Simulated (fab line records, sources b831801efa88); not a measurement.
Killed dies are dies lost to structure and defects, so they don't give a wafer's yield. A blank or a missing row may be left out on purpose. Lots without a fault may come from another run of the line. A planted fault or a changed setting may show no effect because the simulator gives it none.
fab line records | flow sky130
record lots=7 wafers=21 last_day=50
route steps=708 shown VIA4@651 METAL5@661 PAD_OPEN@708
lots that met no fault: from a run of the same line without faults
start_h: hours from the record's first day to the start of the lot's first wafer shown | wait_h: hours since the lot's step before | " the same as in the row above | L1.1+2: a row that stands for several wafers | - no value, or no start given | * or withheld: withheld | < > ~ a bound
route shown NAME@n: a module of which the file shows steps, and the number in the route of the first | usual: mean/standard deviation of fault-free wafers | same: alike in all rows | chamber/n: place in a boat | sites: the reading at each site | _std_site: their standard deviation | _edge_site: outer sites' mean less inner sites' | radius_mm: how far each site lies from the wafer's centre | mask NAME#n: copy n | behind: the tool/chamber that last shaped the wafer | hold: why the lot was held/for how many hours/how that ended | device: the transistor (n, p or np) that didn't switch | end of line: the same wafers' tests at the end of the route | a step without rows: its recipe alone | killed: dies lost to structure and defects at the first sort, not the wafer's yield | map: a wafer's dies, x killed, . not, _ none there
set.NAME: the setting as run; set.NAME@STEP: as run at that earlier step | model.NAME: the simulator's own value behind a step, which no gauge read
lots at some steps of the route; a table a step, a row a wafer
services: from which hour (start_h, from the record's first day; less than 0 if before it) a tool's chamber was out of use, for how many hours, and why
## steps
# step SKY_VIA4_ETCH_12
# recipe target=SiO2 chemistry=C4F8/O2/Ar stop_on=TiN mask_material=NOVOLAK source_w=1500 bias_w=1200 pressure_mtorr=40 c4f8_flow_sccm=withheld O2_flow_sccm=6 Ar_flow_sccm=300 time_s=withheld target_depth_a=5800
# step SKY_VIA4_STRIP_13
# recipe chemistry=O2/N2 power_w=1400 pressure_mtorr=1500 platen_temp_c=withheld o2_flow_sccm=3000 n2_flow_sccm=300 overash_fraction=0.5
# usual drypump_motor_current_A=5.9/0.35 oes_product_au=0.709/0.0048 strip_time_to_endpoint_s=12.812/0.027
# same overash_fraction=0.5
# columns lot.wafer tool chamber start_h wait_h drypump_motor_current_A oes_product_au rf_hours_counter_h strip_time_to_endpoint_s
L899.2 plasma_asher-03 1 1023.50 - 5.9 0.710 58 12.797
L899.3 " 0 " " 5.8 0.710 - 12.765
L899.5 " 0 " " 5.8 0.703 - 12.779
L910.2 plasma_asher-02 0 1082.50 - 6.6 0.715 90 12.784
L910.4 " 0 " " 6.6 0.708 - 12.830
L910.6 " 1 " " 5.4 0.719 - 12.820
L912.2 plasma_asher-02 1 1108.18 - 5.4 0.709 92 12.821
L912.4 " 0 " " 6.6 0.705 - 12.807
L912.5 " 1 " " 5.4 0.712 - 12.768
L913.4 plasma_asher-02 1 1114.88 - 5.4 0.712 - 12.814
L913.5 " 1 " " 5.5 0.711 - 12.876
L913.6 " 0 " " 6.6 0.704 - 12.890
L915.1 plasma_asher-03 0 1121.96 - 5.8 0.705 69 12.827
L915.3 " 1 " " 6.0 0.704 - 12.781
L915.5 " 0 " " 5.8 0.703 - 12.789
L917.3 plasma_asher-04 0 1127.41 - 5.8 0.703 - 12.825
L917.5 " 1 " " 5.9 0.713 - 12.801
L917.6 " 0 " " 5.7 0.708 - 12.781
L919.1 plasma_asher-04 1 1141.33 - 5.9 0.712 37 12.788
L919.5 " 1 " " 5.9 0.720 - 12.754
L919.6 " 0 " " 5.8 0.712 - 12.831
# step SKY_VIA4_STRIP_14
# recipe chemistry=post_etch_residue_remover time_s=1200 temp_c=72.5
# step SKY_VIA4_CLEAN_15
# recipe chemistry=IPA time_s=180 temp_c=25
# step SKY_VIA4_CLEAN_16
# recipe chemistry=O3/DIW dry=n2_spin
# step SKY_VIA4_SPUTTER_17
# recipe material=TiN target_thk_nm=20 chamber_pressure_pa=5 power_w=4000 time_s=80
# step SKY_VIA4_CVD_18
# recipe material=W target_thk_nm=505 time_s=152.14 temp_c=400 pressure_torr=40
# step SKY_VIA4_RS_MEAS_19
# recipe thk_meas_gauge=four-point-probe reads=W_of_VIA4_CVD_18+TiN_of_VIA4_SPUTTER_17
# usual VIA4_W_RS=0.2265/0.0029
# columns lot.wafer tool chamber start_h wait_h VIA4_W_RS[ohm/sq]
L899.2 film_metro-04 - 1024.32 0.1 0.2204
L899.3 " - " " 0.2228
L899.5 " - " " 0.2273
L910.2 film_metro-02 - 1083.35 0.1 0.2251
L910.4 " - " " 0.2302
L910.6 " - " " 0.2240
L912.2 film_metro-01 - 1109.01 0.1 0.2286
L912.4 " - " " 0.2263
L912.5 " - " " 0.2278
L913.4 film_metro-02 - 1115.71 0.1 0.2275
L913.5 " - " " 0.2258
L913.6 " - " " 0.2290
L915.1 film_metro-01 - 1122.77 0.1 0.2255
L915.3 " - " " 0.2309
L915.5 " - " " 0.2257
L917.3 film_metro-04 - 1128.26 0.1 0.2257
L917.5 " - " " 0.2253
L917.6 " - " " 0.2256
L919.1 film_metro-04 - 1142.33 0.1 0.2261
L919.5 " - " " 0.2244
L919.6 " - " " 0.2235
# step SKY_VIA4_THK_MEAS_20
# recipe thk_meas_gauge=xrf reads=W_of_VIA4_CVD_18
# usual VIA4_W_THK=486/6.2
# columns lot.wafer tool chamber start_h wait_h VIA4_W_THK[nm]
L899.2 film_metro-04 - 1024.43 0.1 499
L899.3 " - " " 491
L899.5 " - " " 481
L910.2 film_metro-02 - 1083.46 0.1 488
L910.4 " - " " 477
L910.6 " - " " 488
L912.2 film_metro-01 - 1109.12 0.1 488
L912.4 " - " " 492
L912.5 " - " " 488
L913.4 film_metro-02 - 1115.80 0.1 482
L913.5 " - " " 483
L913.6 " - " " 478
L915.1 film_metro-01 - 1122.89 0.1 496
L915.3 " - " " 483
L915.5 " - " " 494
L917.3 film_metro-04 - 1128.36 0.1 487
L917.5 " - " " 488
L917.6 " - " " 485
L919.1 film_metro-04 - 1142.45 0.1 484
L919.5 " - " " 488
L919.6 " - " " 493
# step SKY_VIA4_CMP_21
# recipe stop_on=SiO2 t_overpolish_s=25 down_force_psi=3.5 platen_rpm=60 target_thk_nm=0 pad_velocity_m_s=0.94248
# step SKY_METAL5_SPUTTER_00
# recipe material=Ti target_thk_nm=15 power_w=3000 time_s=10 chamber_pressure_pa=0.4
# step SKY_METAL5_SPUTTER_01
# recipe material=TiN target_thk_nm=20 power_w=6500 time_s=16.7 chamber_pressure_pa=0.4
# usual throttle_valve_pct=29.2/0.84
# columns lot.wafer tool chamber start_h wait_h throttle_valve_pct
L899.2 pvd_sputter-04 - 1024.80 0.0 29.5
L899.3 " - " " 28.6
L899.5 " - " " 28.0
L910.2 pvd_sputter-03 - 1083.84 0.0 28.9
L910.4 " - " " 29.5
L910.6 " - " " 30.7
L912.2 pvd_sputter-03 - 1109.49 0.0 30.2
L912.4 " - " " 29.4
L912.5 " - " " 28.6
L913.4 pvd_sputter-03 - 1116.17 0.0 29.5
L913.5 " - " " 28.8
L913.6 " - " " 30.3
L915.1 pvd_sputter-03 - 1123.50 0.0 28.7
L915.3 " - " " 29.8
L915.5 " - " " 28.5
L917.3 pvd_sputter-04 - 1128.72 0.0 28.6
L917.5 " - " " 29.1
L917.6 " - " " 27.9
L919.1 pvd_sputter-01 - 1142.84 0.0 28.3
L919.5 " - " " 29.6
L919.6 " - " " 28.7
# step SKY_METAL5_SPUTTER_02
# recipe material=AlCu target_thk_nm=1150 power_w=10600 time_s=61.2 chamber_pressure_pa=0.4
# usual throttle_valve_pct=29.2/0.85
# columns lot.wafer tool chamber start_h wait_h throttle_valve_pct model.AlCu_of_METAL5_SPUTTER_02.thk_nm
L899.2 pvd_sputter-04 - 1024.83 0.0 29.9 1146
L899.3 " - " " 28.9 1151
L899.5 " - " " 27.8 1146
L910.2 pvd_sputter-03 - 1083.87 0.0 28.6 1155
L910.4 " - " " 29.5 1161
L910.6 " - " " 30.8 1169
L912.2 pvd_sputter-03 - 1109.52 0.0 30.3 524.9
L912.4 " - " " 29.5 537.1
L912.5 " - " " 28.5 1157
L913.4 pvd_sputter-03 - 1116.21 0.0 29.7 547.7
L913.5 " - " " 28.4 1150
L913.6 " - " " 30.1 1160
L915.1 pvd_sputter-03 - 1123.53 0.0 28.7 1159
L915.3 " - " " 29.6 541.2
L915.5 " - " " 28.9 1155
L917.3 pvd_sputter-04 - 1128.75 0.0 28.8 1144
L917.5 " - " " 28.7 1140
L917.6 " - " " 28.0 1152
L919.1 pvd_sputter-01 - 1142.87 0.0 28.4 1158
L919.5 " - " " 29.6 1162
L919.6 " - " " 28.4 1157
# step SKY_METAL5_SPUTTER_03
# recipe material=Ti target_thk_nm=5 power_w=3000 time_s=3.3 chamber_pressure_pa=0.4
# step SKY_METAL5_SPUTTER_04
# recipe material=TiN target_thk_nm=70 power_w=6500 time_s=58.3 chamber_pressure_pa=0.4
# usual throttle_valve_pct=29.2/0.86
# columns lot.wafer tool chamber start_h wait_h throttle_valve_pct
L899.2 pvd_sputter-04 - 1024.90 0.0 30.1
L899.3 " - " " 28.7
L899.5 " - " " 28.1
L910.2 pvd_sputter-03 - 1083.94 0.0 28.6
L910.4 " - " " 29.3
L910.6 " - " " 31.1
L912.2 pvd_sputter-03 - 1109.59 0.0 30.1
L912.4 " - " " 29.7
L912.5 " - " " 28.7
L913.4 pvd_sputter-03 - 1116.27 0.0 29.7
L913.5 " - " " 28.5
L913.6 " - " " 29.9
L915.1 pvd_sputter-03 - 1123.60 0.0 28.7
L915.3 " - " " 29.6
L915.5 " - " " 28.6
L917.3 pvd_sputter-04 - 1128.82 0.0 28.8
L917.5 " - " " 28.7
L917.6 " - " " 27.5
L919.1 pvd_sputter-01 - 1142.94 0.0 28.5
L919.5 " - " " 29.5
L919.6 " - " " 28.4
# step SKY_METAL5_RS_MEAS_05
# recipe thk_meas_gauge=four-point-probe reads=TiN_of_METAL5_SPUTTER_04+Ti_of_METAL5_SPUTTER_03+AlCu_of_METAL5_SPUTTER_02+TiN_of_METAL5_SPUTTER_01+Ti_of_METAL5_SPUTTER_00
# usual METAL5_ALCU_RS=0.02701/0.00024
# columns lot.wafer tool chamber start_h wait_h METAL5_ALCU_RS[ohm/sq]
L899.2 film_metro-04 - 1024.97 0.0 0.02717
L899.3 " - " " 0.02701
L899.5 " - " " 0.02716
L910.2 film_metro-03 - 1084.00 0.0 0.02691
L910.4 " - " " 0.02685
L910.6 " - " " 0.02663
L912.2 film_metro-02 - 1109.66 0.0 0.05964
L912.4 " - " " 0.05833
L912.5 " - " " 0.02691
L913.4 film_metro-03 - 1116.36 0.1 0.05706
L913.5 " - " " 0.02709
L913.6 " - " " 0.02682
L915.1 film_metro-03 - 1123.65 0.0 0.02685
L915.3 " - " " 0.05792
L915.5 " - " " 0.02695
L917.3 film_metro-04 - 1128.91 0.1 0.02721
L917.5 " - " " 0.02728
L917.6 " - " " 0.02705
L919.1 film_metro-03 - 1142.99 0.0 0.02684
L919.5 " - " " 0.02678
L919.6 " - " " 0.02682
# step SKY_METAL5_THK_MEAS_06
# recipe thk_meas_gauge=xrf reads=AlCu_of_METAL5_SPUTTER_02
# usual METAL5_ALCU_THK=1154/11
# columns lot.wafer tool chamber start_h wait_h METAL5_ALCU_THK[nm]
L899.2 film_metro-04 - 1025.08 0.1 1138
L899.3 " - " " 1146
L899.5 " - " " 1143
L910.2 film_metro-03 - 1084.11 0.1 1155
L910.4 " - " " 1163
L910.6 " - " " 1173
L912.2 film_metro-02 - 1109.77 0.1 528
L912.4 " - " " 536
L912.5 " - " " 1164
L913.4 film_metro-03 - 1116.45 0.1 547
L913.5 " - " " 1152
L913.6 " - " " 1157
L915.1 film_metro-03 - 1123.77 0.1 1160
L915.3 " - " " 541
L915.5 " - " " 1152
L917.3 film_metro-04 - 1129.01 0.1 1147
L917.5 " - " " 1141
L917.6 " - " " 1151
L919.1 film_metro-03 - 1143.11 0.1 1155
L919.5 " - " " 1166
L919.6 " - " " 1153
# step SKY_METAL5_DEHYDRATE_07
# recipe temp_c=200 time_s=60
# step SKY_METAL5_HMDS_08
# recipe prime_time_s=60 prime_temp_c=120
# step SKY_METAL5_COAT_09
# recipe resist=NOVOLAK spin_rpm=3000 resist_thk_nm=1800
# step SKY_METAL5_SOFTBAKE_10
# recipe temp_c=90 time_s=60 resist=NOVOLAK
# step SKY_METAL5_EXPOSE_11
# recipe mask_id=MM5 na=0.6 source_shape=conventional sigma_outer=0.6 polarization=unpolarized target_cd_nm=1600 dose_mj=190
# step SKY_METAL5_PEB_12
# recipe temp_c=withheld time_s=* resist=NOVOLAK
# step SKY_METAL5_DEVELOP_13
# recipe resist=NOVOLAK developer=TMAH develop_time_s=60 dev_temp_c=23
# step SKY_METAL5_DESCUM_14
# recipe chemistry=O2 source_power_w=150 bias_power_w=0 pressure_mtorr=10 temp_c=40 time_s=11
# usual drypump_motor_current_A=5.5/0.39 oes_product_au=1.003/0.0074
# columns lot.wafer tool chamber start_h wait_h drypump_motor_current_A oes_product_au rf_hours_counter_h
L899.2 rie_metal-04 0 1047.52 0.1 5.9 0.989 17
L899.3 " 0 " " 5.9 0.994 -
L899.5 " 0 " " 5.9 0.984 -
L910.2 rie_metal-03 0 1104.06 0.1 5.1 1.013 14
L910.4 " 1 " " 4.9 1.003 -
L910.6 " 0 " " 5.1 1.006 -
L912.2 rie_metal-02 0 1128.27 0.1 5.7 1.006 4
L912.4 " 0 " " 5.7 1.004 -
L912.5 " 0 " " 5.7 1.005 -
L913.4 rie_metal-02 0 1136.32 0.1 5.7 0.998 -
L913.5 " 1 " " 6.0 1.015 -
L913.6 " 0 " " 5.7 1.019 -
L915.1 rie_metal-04 0 1142.36 0.1 5.9 0.997 24
L915.3 " 1 " " 5.7 0.994 -
L915.5 " 0 " " 5.9 0.994 -
L917.3 rie_metal-03 0 1147.69 0.1 5.1 1.002 -
L917.5 " 0 " " 5.1 1.011 -
L917.6 " 0 " " 5.1 1.014 -
L919.1 rie_metal-04 0 1160.42 0.1 5.8 1.009 26
L919.5 " 0 " " 5.9 1.007 -
L919.6 " 1 " " 5.7 1.006 -
# step SKY_METAL5_METAL_ETCH_15
# recipe target_depth_a=12600 stop_on=SiO2 over_etch_frac=0.2 time_s=252 chemistry=Cl2/BCl3 resist_sidewall_deg=86 pressure_mtorr=10 icp_w=900 bias_w=48.5 Cl2_flow_sccm=60 bcl3_flow_sccm=30
# usual drypump_motor_current_A=5.5/0.39 oes_product_au=0.894/0.0048 throttle_valve_pct=22.264/0.0094
# columns lot.wafer tool chamber start_h wait_h drypump_motor_current_A oes_product_au rf_hours_counter_h throttle_valve_pct
L899.2 rie_metal-04 0 1047.55 0.0 5.9 0.899 17 22.265
L899.3 " 0 " " 5.9 0.899 - 22.265
L899.5 " 0 " " 5.9 0.897 - 22.280
L910.2 rie_metal-03 0 1104.10 0.0 5.1 0.898 14 22.259
L910.4 " 1 " " 5.0 0.899 - 22.264
L910.6 " 0 " " 5.1 0.896 - 22.258
L912.2 rie_metal-02 0 1128.31 0.0 5.7 0.649 4 22.268
L912.4 " 0 " " 5.7 0.655 - 22.274
L912.5 " 0 " " 5.7 0.895 - 22.271
L913.4 rie_metal-02 0 1136.42 0.1 5.7 0.646 - 22.283
L913.5 " 1 " " 6.0 0.883 - 22.269
L913.6 " 0 " " 5.7 0.888 - 22.286
L915.1 rie_metal-04 0 1142.40 0.0 5.9 0.896 25 22.273
L915.3 " 1 " " 5.7 0.647 - 22.264
L915.5 " 0 " " 5.9 0.894 - 22.270
L917.3 rie_metal-03 0 1147.90 0.2 5.1 0.893 - 22.255
L917.5 " 0 " " 5.1 0.892 - 22.250
L917.6 " 0 " " 5.1 0.891 - 22.279
L919.1 rie_metal-04 0 1160.46 0.0 5.9 0.889 26 22.284
L919.5 " 0 " " 5.9 0.888 - 22.266
L919.6 " 1 " " 5.7 0.886 - 22.256
# step SKY_METAL5_STRIP_16
# recipe chemistry=O2/N2 power_w=1400 pressure_mtorr=1500 platen_temp_c=withheld o2_flow_sccm=3000 n2_flow_sccm=300 overash_fraction=0.5
# usual drypump_motor_current_A=5.72/0.23 oes_product_au=0.710/0.0045 strip_time_to_endpoint_s=13.03/0.098
# same overash_fraction=0.5
# columns lot.wafer tool chamber start_h wait_h drypump_motor_current_A oes_product_au rf_hours_counter_h strip_time_to_endpoint_s
L899.2 plasma_asher-04 1 1047.79 0.2 5.83 0.707 28 13.17
L899.3 " 0 " " 5.78 0.716 - 13.13
L899.5 " 0 " " 5.78 0.712 - 13.19
L910.2 plasma_asher-01 1 1104.33 0.2 5.73 0.716 4 12.92
L910.4 " 1 " " 5.70 0.708 - 12.84
L910.6 " 1 " " 5.72 0.710 - 12.93
L912.2 plasma_asher-03 0 1128.54 0.2 5.83 0.719 70 13.08
L912.4 " 0 " " 5.81 0.712 - 13.17
L912.5 " 1 " " 5.96 0.704 - 13.07
L913.4 plasma_asher-04 0 1136.61 0.1 5.80 0.705 - 12.98
L913.5 " 1 " " 5.84 0.709 - 12.85
L913.6 " 0 " " 5.77 0.712 - 13.05
L915.1 plasma_asher-03 1 1142.63 0.2 5.97 0.706 72 12.98
L915.3 " 1 " " 5.95 0.715 - 13.03
L915.5 " 0 " " 5.80 0.708 - 13.01
L917.3 plasma_asher-04 1 1148.24 0.3 5.89 0.708 - 13.07
L917.5 " 1 " " 5.91 0.710 - 13.04
L917.6 " 0 " " 5.80 0.704 - 12.94
L919.1 plasma_asher-03 1 1160.69 0.2 5.96 0.706 74 12.96
L919.5 " 0 " " 5.81 0.714 - 13.03
L919.6 " 1 " " 5.97 0.714 - 12.97
# step SKY_PAD_OPEN_PROBE_99
# usual defect_limited_yield=81.9/1.9 killed_at_M0_to_M3=45/7.3 killed_at_M4_up=3.2/1.8 killed_at_contacts=25/5.5 killed_at_front_end=15/4.2 killed_at_other=0.3/0.69 killed_dies=89/9.4 killed_open=49/6.6 killed_short=40/6.4 sort_bin_3_pad_short=0.9/0.43 sort_bin_5_function=10.7/1.5 sort_bin_6_memory=6.5/1.2 sort_n_pass=403/9.4 sort_yield_pct=81.9/1.9
# same gross_dies=492 killed_at_back_side=0 sort_bin_4_leakage[%]=0 sort_bin_8_speed[%]=0
# columns lot.wafer tool chamber start_h wait_h defect_limited_yield[%] killed_at_M0_to_M3 killed_at_M4_up killed_at_contacts killed_at_front_end killed_at_other killed_dies killed_open killed_short sort_bin_3_pad_short[%] sort_bin_5_function[%] sort_bin_6_memory[%] sort_n_pass sort_yield_pct[%] model.etest.via4_chain.rc_ohm model.etest.met5.rs_ohm_sq model.etest.met5.line_ohm_um
L899.2 prober-02 - 1092.07 0.1 78.5 58 5 25 18 0 106 56 50 1.0 11.2 9.3 386 78.5 0.7648 0.02738 0.01713
L899.3 prober-02 - 1092.12 0.2 80.9 49 5 26 14 0 94 60 34 1.2 11.0 6.9 398 80.9 0.814 0.02703 0.01691
L899.5 prober-02 - 1092.22 0.2 78.3 60 2 29 16 0 107 60 47 1.4 12.8 7.5 385 78.3 0.7716 0.02756 0.01723
L910.2 prober-01 - 1145.89 0.1 85.0 44 1 19 10 0 74 38 35 1.4 9.3 4.3 418 85.0 0.8005 0.02699 0.01691
L910.4 prober-01 - 1145.99 0.2 81.5 53 6 23 9 0 91 50 41 1.2 10.8 6.5 401 81.5 0.8194 0.0268 0.01683
L910.6 prober-01 - 1146.09 0.2 80.5 55 3 22 15 1 96 49 44 1.6 12.4 5.5 396 80.5 0.7911 0.02677 0.01674
L912.2 prober-01 - 1167.81 0.1 80.9 55 3 27 9 0 94 55 39 0.8 11.4 6.9 398 80.9 0.8708 0.06015 0.03746
L912.4 prober-01 - 1167.91 0.2 84.8 37 1 22 15 0 75 48 27 0.2 9.6 5.5 417 84.8 0.8865 0.05871 0.03653
L912.5 prober-01 - 1167.96 0.2 81.9 46 3 23 17 0 89 51 37 1.6 11.4 5.1 403 81.9 0.792 0.02725 0.01704
L913.4 prober-02 - 1173.63 0.2 84.3 37 2 26 12 0 77 46 31 0.4 8.1 7.1 415 84.3 0.9119 0.05824 0.03643
L913.5 prober-02 - 1173.68 0.2 79.5 51 1 29 20 0 101 58 42 1.0 14.2 5.3 391 79.5 0.7982 0.02715 0.01696
L913.6 prober-02 - 1173.73 0.2 82.7 52 2 15 16 0 85 46 39 0 10.6 6.7 407 82.7 0.8089 0.02679 0.01677
L915.1 prober-02 - 1180.11 0.1 78.0 55 2 36 14 1 108 62 46 0.6 13.6 7.7 384 78.0 0.8171 0.02707 0.01688
L915.3 prober-02 - 1180.21 0.2 81.3 60 4 18 9 1 92 44 48 0.8 10.6 7.3 400 81.3 0.8755 0.05867 0.03669
L915.5 prober-02 - 1180.31 0.2 81.9 46 2 28 13 0 89 46 43 0.6 8.7 8.7 403 81.9 0.8021 0.02711 0.01687
L917.3 prober-02 - 1184.79 0.2 75.8 61 1 37 20 0 119 66 53 1.0 16.9 6.3 373 75.8 0.7906 0.02763 0.0173
L917.5 prober-02 - 1184.89 0.2 82.3 44 0 33 10 0 87 50 37 1.4 10.8 5.5 405 82.3 0.8121 0.02738 0.01717
L917.6 prober-02 - 1184.94 0.2 80.5 43 1 40 12 0 96 56 40 0.4 12.2 6.9 396 80.5 0.7961 0.0268 0.0168
L919.1 prober-02 - 1196.82 0.1 79.5 41 5 26 29 0 101 58 43 0.8 11.4 8.3 391 79.5 0.7645 0.02705 0.01696
L919.5 prober-02 - 1197.02 0.2 83.1 39 4 23 15 2 83 49 34 0.4 11.2 5.3 409 83.1 0.7823 0.02681 0.01677
L919.6 prober-02 - 1197.07 0.2 82.1 52 1 22 13 0 88 50 38 1.2 9.8 6.9 404 82.1 0.7839 0.027 0.01698
# killed by level:class
L899.2 VIA1:geometric_particle:short=12 VIA1:geometric_particle:open=10 LI_CONTACT:geometric_particle:open=9 VIA3:geometric_particle:open=9 CONTACT:geometric_particle:short=7 VIA2:geometric_particle:open=7 METAL1:geometric_particle:short=6 FIELD_ISO:geometric_particle:short=5
L899.3 VIA3:geometric_particle:open=12 CONTACT:geometric_particle:open=12 VIA1:geometric_particle:open=11 LI_CONTACT:geometric_particle:open=7 METAL1:geometric_particle:short=7 FIELD_ISO:geometric_particle:short=6 METAL4:geometric_particle:short=5 VIA2:geometric_particle:open=5
L899.5 VIA1:geometric_particle:open=14 LI_CONTACT:geometric_particle:open=12 VIA2:geometric_particle:open=9 CONTACT:geometric_particle:open=8 METAL1:geometric_particle:short=8 VIA1:geometric_particle:short=7 VIA3:geometric_particle:open=6 FIELD_ISO:geometric_particle:short=5
L910.2 VIA2:geometric_particle:open=8 LI_CONTACT:geometric_particle:short=6 LI_CONTACT:geometric_particle:open=6 VIA1:geometric_particle:open=6 VIA3:geometric_particle:open=6 METAL2:geometric_particle:short=5 CONTACT:geometric_particle:open=5 VIA1:geometric_particle:short=4
L910.4 VIA1:geometric_particle:open=16 CONTACT:geometric_particle:open=12 VIA3:geometric_particle:open=8 METAL1:geometric_particle:short=6 VIA1:geometric_particle:short=6 CONTACT:geometric_particle:short=5 METAL3:geometric_particle:short=4 VIA2:geometric_particle:open=4
L910.6 METAL1:geometric_particle:short=11 VIA2:geometric_particle:open=10 LI_CONTACT:geometric_particle:open=9 VIA1:geometric_particle:open=9 CONTACT:geometric_particle:open=8 METAL2:geometric_particle:short=7 VIA2:geometric_particle:short=5 FIELD_ISO:geometric_particle:open=4
L912.2 LI_CONTACT:geometric_particle:open=12 VIA1:geometric_particle:open=10 VIA2:geometric_particle:open=9 CONTACT:geometric_particle:open=9 METAL1:geometric_particle:short=8 METAL2:geometric_particle:short=7 VIA3:geometric_particle:open=6 POLY_GATE:geometric_particle:short=4
L912.4 VIA2:geometric_particle:open=13 CONTACT:geometric_particle:open=10 VIA1:geometric_particle:open=7 METAL2:geometric_particle:short=4 POLY_GATE:geometric_particle:open=4 LI_CONTACT:geometric_particle:open=4 FIELD_ISO:geometric_particle:open=3 POLY_GATE:geometric_particle:short=3
L912.5 CONTACT:geometric_particle:open=12 VIA2:geometric_particle:open=9 VIA1:geometric_particle:open=7 VIA3:geometric_particle:open=7 LI_CONTACT:geometric_particle:open=5 POLY_GATE:geometric_particle:open=5 VIA3:geometric_particle:short=4 POLY_GATE:geometric_particle:short=4
L913.4 CONTACT:geometric_particle:open=13 VIA1:geometric_particle:short=8 VIA1:geometric_particle:open=8 LI_CONTACT:geometric_particle:short=5 METAL1:geometric_particle:open=5 POLY_GATE:geometric_particle:open=4 VIA3:geometric_particle:open=4 FIELD_ISO:geometric_particle:short=3
L913.5 VIA1:geometric_particle:open=11 LI_CONTACT:geometric_particle:open=10 VIA1:geometric_particle:short=8 VIA2:geometric_particle:open=8 FIELD_ISO:geometric_particle:open=7 CONTACT:geometric_particle:open=7 METAL2:geometric_particle:short=7 VIA3:geometric_particle:open=6
L913.6 VIA1:geometric_particle:open=12 VIA2:geometric_particle:open=10 METAL2:geometric_particle:short=7 CONTACT:geometric_particle:short=5 VIA3:geometric_particle:open=5 VIA1:geometric_particle:short=5 FIELD_ISO:geometric_particle:open=4 POLY_GATE:geometric_particle:short=4
L915.1 VIA1:geometric_particle:open=18 CONTACT:geometric_particle:open=12 LI_CONTACT:geometric_particle:open=10 VIA2:geometric_particle:open=9 CONTACT:geometric_particle:short=7 VIA3:geometric_particle:open=6 VIA1:geometric_particle:short=6 LOCAL_INTERCONNECT:geometric_particle:short=5
L915.3 VIA2:geometric_particle:open=13 METAL2:geometric_particle:short=9 VIA1:geometric_particle:open=9 VIA3:geometric_particle:open=7 CONTACT:geometric_particle:open=6 METAL3:geometric_particle:short=6 LOCAL_INTERCONNECT:geometric_particle:short=5 METAL1:geometric_particle:short=5
L915.5 VIA1:geometric_particle:open=12 CONTACT:geometric_particle:open=11 METAL2:geometric_particle:short=8 VIA1:geometric_particle:short=6 LI_CONTACT:geometric_particle:open=6 CONTACT:geometric_particle:short=5 VIA2:geometric_particle:open=5 POLY_GATE:geometric_particle:short=4
L917.3 CONTACT:geometric_particle:open=15 VIA1:geometric_particle:open=10 VIA2:geometric_particle:open=9 LI_CONTACT:geometric_particle:open=9 VIA3:geometric_particle:open=9 VIA3:geometric_particle:short=8 METAL2:geometric_particle:short=7 POLY_GATE:geometric_particle:open=6
L917.5 CONTACT:geometric_particle:open=16 VIA1:geometric_particle:open=9 VIA2:geometric_particle:open=9 METAL2:geometric_particle:short=6 VIA3:geometric_particle:open=5 CONTACT:geometric_particle:short=5 LI_CONTACT:geometric_particle:short=4 LI_CONTACT:geometric_particle:open=4
L917.6 CONTACT:geometric_particle:open=17 LI_CONTACT:geometric_particle:open=9 VIA2:geometric_particle:open=9 METAL2:geometric_particle:short=8 LI_CONTACT:geometric_particle:short=7 VIA1:geometric_particle:short=7 POLY_GATE:geometric_particle:open=4 VIA1:geometric_particle:open=4
L919.1 CONTACT:geometric_particle:open=12 VIA2:geometric_particle:open=9 VIA1:geometric_particle:open=8 VIA3:geometric_particle:open=8 FIELD_ISO:geometric_particle:short=7 FIELD_ISO:geometric_particle:open=6 METAL2:geometric_particle:short=6 POLY_GATE:geometric_particle:open=5
L919.5 CONTACT:geometric_particle:open=8 VIA3:geometric_particle:open=8 VIA1:geometric_particle:open=7 VIA2:geometric_particle:open=7 LI_CONTACT:geometric_particle:open=6 METAL2:geometric_particle:short=6 POLY_GATE:geometric_particle:short=4 LOCAL_INTERCONNECT:geometric_particle:short=4
L919.6 VIA1:geometric_particle:open=13 CONTACT:geometric_particle:open=12 VIA2:geometric_particle:open=7 VIA3:geometric_particle:open=6 VIA3:geometric_particle:short=5 VIA1:geometric_particle:short=5 METAL1:geometric_particle:short=5 FIELD_ISO:geometric_particle:short=4
## services
# columns tool chamber start_h hours kind
plasma_asher-04 - 1004.67 1.3 repair
plasma_asher-03 - 1009.32 9.9 repair
plasma_asher-03 - 1021.09 0.5 repair
rie_metal-04 - 1030.24 0.2 repair
plasma_asher-02 - 1054.45 13.4 repair
plasma_asher-01 - 1055.25 9.0 pm
plasma_asher-01 0 1055.25 9.0 vent_cycle
plasma_asher-01 1 1055.25 9.0 vent_cycle
rie_metal-02 0 1062.51 - clean
rie_metal-02 0 1062.51 15.9 scheduled_down
rie_metal-02 0 1062.51 15.9 vent_cycle
plasma_asher-01 0 1064.25 - clean
plasma_asher-01 1 1064.25 - clean
plasma_asher-02 - 1078.01 3.9 repair
plasma_asher-04 - 1102.47 2.8 pm
pvd_sputter-01 - 1108.38 1.7 repair
plasma_asher-04 - 1110.00 14.6 pm
plasma_asher-01 - 1123.50 26.3 pm
rie_metal-02 1 1143.70 8.6 repair
rie_metal-03 1 1145.38 - clean
rie_metal-03 1 1145.38 - consumable_replace:focus_ring
rie_metal-03 1 1145.38 21.9 scheduled_down
rie_metal-03 1 1145.38 21.9 vent_cycle
## key
first_sign step=SKY_METAL5_RS_MEAS_05 reading=METAL5_ALCU_RS direction=up sigmas=99+ usual=0.02701 struck=0.05824
effect step=SKY_METAL5_THK_MEAS_06 reading=METAL5_ALCU_THK direction=down sigmas=58 usual=1154 struck=538
effect step=SKY_METAL5_METAL_ETCH_15 reading=oes_product_au direction=down sigmas=51 usual=0.894 struck=0.649
model_effect step=SKY_METAL5_SPUTTER_02 value=AlCu_of_METAL5_SPUTTER_02.thk_nm without=1161 struck=537.7
model_effect step=SKY_PAD_OPEN_PROBE_99 value=etest.via4_chain.rc_ohm without=0.8057 struck=0.8862
met_at SKY_METAL5_SPUTTER_02
struck_wafers L912.2,L912.4,L913.4,L915.3
onset_between 1083.87 1109.52
fault kind=process_parameter_drift tool=pvd_sputter-03 chamber=- onset_h=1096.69 steps=SKY_METAL5_SPUTTER_02 channel=target_thk_nm offset=-622.78 shape=step end_h=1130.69 scope=struck_wafers_only acts_in=these_recipes_only stated=1150
